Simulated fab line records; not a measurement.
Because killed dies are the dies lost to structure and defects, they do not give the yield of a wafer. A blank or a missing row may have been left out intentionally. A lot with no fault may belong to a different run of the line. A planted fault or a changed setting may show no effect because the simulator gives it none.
Chamber matching ; flow sky130 ; 4 sister chambers for SKY_VIA1_CMP_02 on cmp-01
The step polishes SiO2. 8 wafers are shown with their chamber, then 11 later ones without.

WAFERS, EACH WITH ITS CHAMBER
wafer;chamber;slurryFilterDpKPa (kPa);retainingRingPressureFrac
L075.5;1;13.73;1.003
L078.3;1;13.55;0.997
L082.5;3;13.34;1.004
L086.3;2;13.67;1.001
L086.6;2;13.47;1.002
L088.2;3;13.62;0.999
L088.6;0;13.48;0.998
L089.2;0;13.53;0.994

WAFERS WITHOUT THEIR CHAMBER
wafer;slurryFilterDpKPa (kPa);retainingRingPressureFrac
L089.3;13.56;1.006
L089.5;13.76;0.995
L091.1;13.37;1.003
L091.3;13.46;1.002
L091.6;13.55;1.005
L094.1;13.51;1.008
L094.4;13.44;1.005
L094.6;13.75;1.001
L095.2;13.46;1.002
L095.5;13.53;0.998
L095.6;13.62;0.998

CHAMBER TAKEN BY EACH
wafer;from the rows above;in truth
L089.3;can't be placed: 2 or 3 or 1 or 0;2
L089.5;can't be placed: 1 or 0 or 2 or 3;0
L091.1;can't be placed: 3 or 2 or 1 or 0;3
L091.3;can't be placed: 3 or 2 or 1 or 0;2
L091.6;can't be placed: 2 or 3 or 1 or 0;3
L094.1;can't be placed: 3 or 2 or 1 or 0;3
L094.4;can't be placed: 3 or 2 or 1 or 0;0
L094.6;can't be placed: 1 or 2 or 3 or 0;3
L095.2;can't be placed: 3 or 2 or 1 or 0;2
L095.5;can't be placed: 0 or 1 or 2 or 3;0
L095.6;can't be placed: 1 or 0 or 2 or 3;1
Correct placement for 0 of the 11. These rows do not allow placing 11 (true chamber among the candidates in 11). Number placed wrongly: 0.
How it was worked out, from the rows above alone: a wafer's distance from a chamber is the root of the sum, over the readings, of the square of ((its reading less the chamber's mean) divided by the reading's scatter). The wafer belongs to the nearest chamber; if the next one is less than 2 further off, it can't be placed. For every chamber, the mean is computed from those of its wafers that are shown. The scatter: the root of (the sum of the squares of (reading less its chamber's mean) over the shown wafers, divided by (wafers less chambers)).
